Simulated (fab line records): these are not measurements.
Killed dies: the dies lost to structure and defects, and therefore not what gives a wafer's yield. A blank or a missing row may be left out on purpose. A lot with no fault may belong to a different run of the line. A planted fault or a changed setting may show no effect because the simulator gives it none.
A struck lot beside a sound one -- flow sky130 -- 23 steps out of a route of 708
Sound: the wafers L926.3, L926.5, L926.6. Wafers L938.2, L938.5, L938.6 were the ones struck. The cause comes at the end.
Per side, at each step with rows, come the tool, then ch with its chambers, and then its first start. Under that, the readings that differ: sound wafers -- struck wafers -- difference of the means -- sigmas: that difference in standard deviations of wafers without a fault.
alike: readings whose means differ by less than 2 such deviations, and words and numbers that are the same on both sides. not compared: withheld readings, readings that some wafer has no value for, bounds like >300 that may hide the same value, and numbers for which the record gives no deviation and whose values overlap.
Wherever a step has rows on one side only, a row that says differs or no value, or a row with sigmas, the two part there. When numbers do not overlap yet have no deviation, they are printed without sigmas and do not part them. Lack of a reading on every wafer of one side parts them only where that side has two or more wafers.

first, 6 steps without rows for these wafers: SKY_VT_ADJUST_LVTN_HMDS_12 (prime time 60 s); SKY_VT_ADJUST_LVTN_COAT_13 (resist thk 1140 nm); SKY_VT_ADJUST_LVTN_SOFTBAKE_14 (time 60 s); SKY_VT_ADJUST_LVTN_EXPOSE_15 (exposes mask HVN STD DERIVED, target cd 600 nm); SKY_VT_ADJUST_LVTN_PEB_16; SKY_VT_ADJUST_LVTN_DEVELOP_17 (develop time 60 s).
SKY_VT_ADJUST_LVTN_OVL_MEAS_18:
  sound on overlay-02 at day 8 15:46; struck on overlay-01 at day 11 19:56
  alike: VT_ADJUST_LVTN_01_OVL
next, for these wafers, 1 step has no rows: SKY_VT_ADJUST_LVTN_IMPLANT_19.
SKY_VT_ADJUST_LVTN_STRIP_20: strips in O2/N2.
  sound on plasma-asher-01 ch 0,1, day 8 15:59; struck on plasma-asher-03 ch 0,1, day 11 20:07
reading,sound,struck,difference,sigmas
drypump-motor-current-A (A),5.48 5.47 5.44,5.85 5.72 5.82,+0.33,+2
  alike: chamber-pressure-mTorr, oes-product-au, strip-time-to-endpoint-s
  not compared: rf-hours-counter-h
SKY_VT_ADJUST_LVTN_TW_MEAS_21:
  sound on film-metro-01 at day 8 16:04; struck on film-metro-03 at day 11 20:14
reading,sound,struck,difference,sigmas
VT_ADJUST_LVTN_2_TW,190.0 189.8 190.4,185.7 184.7 185.8,-4.7,-3
then, 2 steps without rows for these wafers: SKY_VT_ADJUST_NCORE_DEHYDRATE_00 (time 60 s); SKY_VT_ADJUST_NCORE_HMDS_01 (prime time 60 s).
SKY_VT_ADJUST_NCORE_COAT_02: resist thk 1140 nm.
  sound on litho-track-03 ch 0, day 9 01:20; struck on litho-track-01 ch 0, day 12 07:56
reading,sound,struck,difference,sigmas
model.NOVOLAK_of_VT_ADJUST_NCORE_COAT_02.thk-nm (nm),1138 1137 1137,1224 1222 1219,+84,
then, 3 steps without rows for these wafers: SKY_VT_ADJUST_NCORE_SOFTBAKE_03 (time 60 s); SKY_VT_ADJUST_NCORE_EXPOSE_04 (exposes mask LVTN COMPLEMENT THIN, target cd 380 nm); SKY_VT_ADJUST_NCORE_PEB_05.
SKY_VT_ADJUST_NCORE_DEVELOP_06: develop time 60 s.
  sound on litho-track-04 ch 0, day 9 12:02; struck on litho-track-01 ch 0, day 12 20:17
reading,sound,struck,difference,sigmas
model.NOVOLAK_of_VT_ADJUST_NCORE_COAT_02.thk-nm (nm),1138 1137 1137,1224 1222 1219,+84,
SKY_VT_ADJUST_NCORE_CD_MEAS_07: the cd target is 380 nm.
  sound on cd-sem-02 at day 9 12:10; struck on cd-sem-02 at day 12 20:26
reading,sound,struck,difference,sigmas
cd-nm (nm),383.4 380.3 380.3,374.9 373.2 372.7,-7.7,-3
SKY_VT_ADJUST_NCORE_OVL_MEAS_08:
  sound on overlay-01 at day 9 12:16; struck on overlay-02 at day 12 20:32
  alike: VT_ADJUST_NCORE_OVL
next, for these wafers, 1 step has no rows: SKY_VT_ADJUST_NCORE_IMPLANT_09.
SKY_VT_ADJUST_NCORE_STRIP_10: strips in O2/N2.
  sound on plasma-asher-02 ch 0,1, day 9 12:28; struck on plasma-asher-04 ch 0,1, day 12 20:43
reading,sound,struck,difference,sigmas
strip-time-to-endpoint-s (s),14.15 14.16 14.14,15.14 15.11 15.06,+0.95,+24
  alike: chamber-pressure-mTorr, drypump-motor-current-A, oes-product-au
  not compared: rf-hours-counter-h
SKY_VT_ADJUST_NCORE_TW_MEAS_11:
  sound on film-metro-01 at day 9 12:34; struck on film-metro-04 at day 12 20:50
  alike: VT_ADJUST_NCORE_TW
-- record jumps: 36 days separate the struck wafers' starts on either side; left off in module VT_ADJUST_NCORE, taken up again in module PAD_OPEN, whose first shown step is the route's number 708 --
SKY_PAD_OPEN_PROBE_99:
  record: rows for the struck wafers here (prober-02, day 49 08:14), none for the sound ones

== WHERE THEY PART ==
Last at SKY_PAD_OPEN_PROBE_99 as far as this record goes, first at SKY_VT_ADJUST_LVTN_STRIP_20.

WHY: the cause the simulator had injected
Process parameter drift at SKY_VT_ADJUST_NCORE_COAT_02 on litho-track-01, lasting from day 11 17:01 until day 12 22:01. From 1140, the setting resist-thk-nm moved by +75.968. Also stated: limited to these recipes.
